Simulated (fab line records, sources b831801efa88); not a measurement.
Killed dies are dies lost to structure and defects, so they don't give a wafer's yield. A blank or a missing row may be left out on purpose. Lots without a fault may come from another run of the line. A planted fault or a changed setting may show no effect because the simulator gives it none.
A struck lot beside a sound one | flow sky130 | 15 steps out of a route of 708
Sound: wafers L627.1, L627.2, L627.4. Struck: wafer L619.5. (L619.1 of the same lot was not struck and is left out.) The cause comes at the end.
At each step with rows: each side's tool, then ch and its chambers, then its first start. Under that, the readings that differ: sound wafers | struck wafers | difference of the means | sigmas: that difference in standard deviations of wafers without a fault.
alike: readings whose means differ by less than 2 such deviations, and words and numbers that are the same on both sides. not compared: withheld readings, readings that some wafer has no value for, bounds like >300 that may hide the same value, and numbers for which the record gives no deviation and whose values overlap.
The two part at a step that has a row with sigmas, a row that says differs or no value, or rows on one side only. Numbers that don't overlap but have no deviation are shown without sigmas and don't part them. A reading that every wafer of one side lacks parts them only if that side has two wafers or more.

first, 2 steps without rows for these wafers: SKY_VT_ADJUST_PCH_PEB_05; SKY_VT_ADJUST_PCH_DEVELOP_06 (develop time 60 s).
SKY_VT_ADJUST_PCH_OVL_MEAS_07:
  sound on overlay-02, day 15 07:58; struck on overlay-02, day 13 00:36
  alike: VT_ADJUST_PCH_OVL
then, 1 step without rows for these wafers: SKY_VT_ADJUST_PCH_IMPLANT_08.
SKY_VT_ADJUST_PCH_STRIP_09: strips in O2/N2.
  sound on plasma_asher-01 ch 0,1, day 15 08:10; struck on plasma_asher-02 ch 0, day 13 00:47
  reading                      | sound             | struck | difference | sigmas
  strip_time_to_endpoint_s (s) | 36.97 36.79 37.03 | 36.64  | -0.29      | -3
  alike: drypump_motor_current_A, oes_product_au
  not compared: rf_hours_counter_h
SKY_VT_ADJUST_PCH_TW_MEAS_10:
  sound on film_metro-03, day 15 08:16; struck on film_metro-02, day 13 00:53
  alike: VT_ADJUST_PCH_TW
then, 6 steps without rows for these wafers: SKY_SONOS_TUNNEL_DEHYDRATE_00 (time 60 s); SKY_SONOS_TUNNEL_HMDS_01 (prime time 60 s); SKY_SONOS_TUNNEL_COAT_02 (resist thk 1140 nm); SKY_SONOS_TUNNEL_SOFTBAKE_03 (time 60 s); SKY_SONOS_TUNNEL_EXPOSE_04 (exposes mask TUNM, target cd 410 nm); SKY_SONOS_TUNNEL_PEB_05.
SKY_SONOS_TUNNEL_DEVELOP_06: develop time 60 s.
  sound on litho_track-04 ch 0, day 16 12:31; struck on litho_track-02 ch 0, day 14 02:21
SKY_SONOS_TUNNEL_CD_MEAS_07: target cd 410 nm.
  sound on cd_sem-01, day 16 12:40; struck on cd_sem-01, day 14 02:30
  reading    | sound             | struck | difference | sigmas
  cd_nm (nm) | 409.2 409.1 409.6 | 394.0  | -15.3      | -8
SKY_SONOS_TUNNEL_OVL_MEAS_08:
  sound on overlay-01, day 16 12:47; struck on overlay-02, day 14 02:37
  alike: SONOS_TUNNEL_OVL

WHERE THEY PART
First at SKY_VT_ADJUST_PCH_STRIP_09; last, within this record, at SKY_SONOS_TUNNEL_CD_MEAS_07. Later steps at which nothing parts them and some readings are alike: SKY_SONOS_TUNNEL_OVL_MEAS_08.

WHY: what the simulator had put in
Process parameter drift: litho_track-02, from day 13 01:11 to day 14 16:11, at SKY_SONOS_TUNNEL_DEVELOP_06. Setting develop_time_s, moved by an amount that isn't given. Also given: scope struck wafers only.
